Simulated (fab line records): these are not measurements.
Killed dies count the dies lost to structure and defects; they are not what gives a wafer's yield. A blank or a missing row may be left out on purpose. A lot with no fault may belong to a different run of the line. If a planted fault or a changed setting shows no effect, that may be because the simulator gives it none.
Which tool is to blame? ; flow gf180mcu ; 15 lots with 45 wafers sampled at 4 steps, on a route of 602 steps

== WHAT THE GAUGES READ, wafer by wafer ==
GF_M3_THK_MEAS_06: measures by xrf. Usual: M3_ALCU_THK 449 nm, standard deviation 5.1.
lot;measured;on;M3_ALCU_THK (nm);flag
L370;day 20 09:29;film-metro-04;446 446 443;
L373;day 21 12:43;film-metro-02;432 444 437;
L372;day 21 15:05;film-metro-04;445 441 445;
L374;day 21 20:31;film-metro-01;446 448 451;
L375;day 22 11:34;film-metro-02;453 458 450;
L376;day 22 14:13;film-metro-04;448 450 455;
L378;day 23 11:52;film-metro-01;456 458 452;
L385;day 25 16:29;film-metro-04;452 452 452;
L387;day 26 14:45;film-metro-02;446 440 445;
L391;day 28 05:25;film-metro-04;450 455 449;
L392;day 28 06:04;film-metro-04;448 441 456;
L393;day 28 09:22;film-metro-02;448 453 452;

== TOOL THAT RAN EACH LOT (tool first, then ch and the chambers of the sampled wafers, then the start) ==
lot;GF_V2_CMP_04;GF_V2_CMP_26;GF_M3_SPUTTER_04
L370;cmp-01 ch 1,2,3, day 19 06:55;cmp-02 ch 1,2, day 20 08:49;pvd-sputter-04, day 20 09:18
L373;cmp-02 ch 1,2,3, day 20 10:36;cmp-02 ch 2,3, day 21 12:05;pvd-sputter-02, day 21 12:34
L372;cmp-02 ch 0,1,3, day 20 12:47;cmp-01 ch 0,1,2, day 21 14:32;pvd-sputter-04, day 21 14:55
L374;cmp-02 ch 1,2,3, day 20 18:14;cmp-02 ch 1,3, day 21 19:52;pvd-sputter-04, day 21 20:20
L375;cmp-02 ch 0,1,2, day 21 09:21;cmp-02 ch 0,1,3, day 22 10:58;pvd-sputter-02, day 22 11:24
L376;cmp-01 ch 0,2,3, day 21 12:16;cmp-02 ch 0,1,3, day 22 13:39;pvd-sputter-02, day 22 14:02
L378;cmp-01 ch 1,2,3, day 22 10:38;cmp-01 ch 1,2,3, day 23 11:12;pvd-sputter-02, day 23 11:41
L381;cmp-02 ch 0,2, day 23 13:13;cmp-01 ch 0,1, day 24 13:13;-
L382;cmp-02 ch 2,3, day 23 17:22;cmp-01 ch 0,2, day 24 17:49;-
L383;cmp-01 ch 2,3, day 24 06:41;cmp-02 ch 1,2,3, day 25 05:36;-
L385;cmp-01 ch 0,2, day 24 16:11;cmp-01 ch 0,2,3, day 25 15:50;pvd-sputter-04, day 25 16:19
L387;cmp-02 ch 1,2,3, day 25 15:31;cmp-02 ch 2,3, day 26 14:05;pvd-sputter-04, day 26 14:34
L391;cmp-02 ch 0,1,2, day 27 06:26;cmp-01 ch 0,3, day 28 04:47;pvd-sputter-02, day 28 05:16
L392;cmp-01 ch 0,1,2, day 27 07:59;cmp-02 ch 0,1,2, day 28 05:26;pvd-sputter-01, day 28 05:55
L393;cmp-02 ch 1,2,3, day 27 10:37;cmp-02 ch 1,2,3, day 28 08:43;pvd-sputter-02, day 28 09:12
- GF_V2_CMP_04: polishes SiO2.
- GF_V2_CMP_26: polishes, stops on SiO2, t overpolish 15 s, target thk 0 nm.
- GF_M3_SPUTTER_04: material TiN, target thk 50 nm, time 41.7 s.

== AS READ BY THE TOOLS THEMSELVES (means over the sampled wafers that have a number; for cases with no such wafer, the mark the record gives instead) ==
GF_V2_CMP_04. Usual: edge-zone-pressure-frac 1.000, standard deviation 0.0052; head-pressure-psi 4.000 psi, standard deviation 0.0097; motor-current-A 12.1 A, standard deviation 1.5; platen-rpm 60.00 rpm, standard deviation 0.042; time-to-endpoint-s 80 s, standard deviation 5.1.
lot;tool;edge-zone-pressure-frac;head-pressure-psi (psi);motor-current-A (A);platen-rpm (rpm);time-to-endpoint-s (s);flag
L370;cmp-01;0.999;3.985;11.6;60.02;77;
L373;cmp-02;1.005;3.999;12.0;59.98;73;
L372;cmp-02;0.998;3.998;12.8;60.01;76;
L374;cmp-02;1.002;3.997;12.7;60.02;78;
L375;cmp-02;1.001;3.995;12.3;60.00;79;
L376;cmp-01;0.997;4.000;12.0;60.00;81;
L378;cmp-01;1.003;4.005;11.6;59.93;84;
L381;cmp-02;0.997;4.003;12.5;59.98;81;
L382;cmp-02;1.000;3.984;11.6;60.00;83;
L383;cmp-01;1.000;4.014;12.5;60.05;78;
L385;cmp-01;1.003;3.995;10.8;60.00;84;
L387;cmp-02;1.001;4.005;12.8;59.99;85;
L391;cmp-02;1.004;4.001;13.0;59.99;81;
L392;cmp-01;1.001;3.989;10.9;59.99;78;
L393;cmp-02;1.002;3.999;12.4;60.03;74;

GF_V2_CMP_26. Usual: edge-zone-pressure-frac 1.000, standard deviation 0.0049; head-pressure-psi 3.498 psi, standard deviation 0.0074; motor-current-A 11.1 A, standard deviation 1.3; overpolish-run-s 15.001 s, standard deviation 0.0083; platen-rpm 60.00 rpm, standard deviation 0.039; time-to-endpoint-s 86 s, standard deviation 3.3.
lot;tool;edge-zone-pressure-frac;head-pressure-psi (psi);motor-current-A (A);overpolish-run-s (s);platen-rpm (rpm);time-to-endpoint-s (s);flag
L370;cmp-02;1.004;3.492;10.8;15.002;59.96;88;
L373;cmp-02;1.002;3.502;11.1;15.005;59.99;89;
L372;cmp-01;1.001;3.498;9.8;15.005;60.00;87;
L374;cmp-02;0.997;3.493;12.1;15.002;59.99;85;
L375;cmp-02;0.999;3.498;12.0;14.990;59.98;87;
L376;cmp-02;1.000;3.501;12.4;15.006;59.97;89;
L378;cmp-01;1.001;3.505;11.3;14.999;59.99;80;
L381;cmp-01;-;-;-;-;-;-;OFF
L382;cmp-01;-;-;-;-;-;-;OFF
L383;cmp-02;-;-;-;-;-;-;OFF
L385;cmp-01;1.000;3.500;10.7;14.998;60.02;82;
L387;cmp-02;1.001;3.492;10.8;14.997;59.98;87;
L391;cmp-01;0.998;3.507;10.3;14.996;59.98;84;
L392;cmp-02;1.000;3.495;11.3;14.998;60.01;90;
L393;cmp-02;1.002;3.502;11.3;14.999;59.98;88;

GF_M3_SPUTTER_04. Usual: throttle-valve-pct reads 30.4 % (standard deviation 1.2).
lot;tool;throttle-valve-pct (%);flag
L370;pvd-sputter-04;30.7;
L373;pvd-sputter-02;29.7;
L372;pvd-sputter-04;30.5;
L374;pvd-sputter-04;30.5;
L375;pvd-sputter-02;30.9;
L376;pvd-sputter-02;28.7;
L378;pvd-sputter-02;29.7;
L385;pvd-sputter-04;30.9;
L387;pvd-sputter-04;31.8;
L391;pvd-sputter-02;30.0;
L392;pvd-sputter-01;30.3;
L393;pvd-sputter-02;30.8;

== THE ANSWER, worked out from the rows above alone ==
Rule: a lot counts as off when the mean over its wafers that have a number is more than 3 standard deviations away from the usual mean. Also off: a lot with no number at a reading for which 4 or more lots have one. Any other lot the step has rows for is counted as sound. After the gauges, taken in route order, come the tools' own readings; for these a lot's mean is taken, as printed above. At the first step where some lot is off, the reading lying furthest off is the one used; lots without a number count as furthest.
Off, at GF_V2_CMP_26 on edge-zone-pressure-frac: L381, L382, L383. Without a number there: L381, L382, L383.
If a tool, at that step or one of the process steps before it, ran each lot that is off and ran no sound lot following the first of them, it fits. None of those tried fits.

== WHAT HAD BEEN PUT IN BY THE SIMULATOR ==
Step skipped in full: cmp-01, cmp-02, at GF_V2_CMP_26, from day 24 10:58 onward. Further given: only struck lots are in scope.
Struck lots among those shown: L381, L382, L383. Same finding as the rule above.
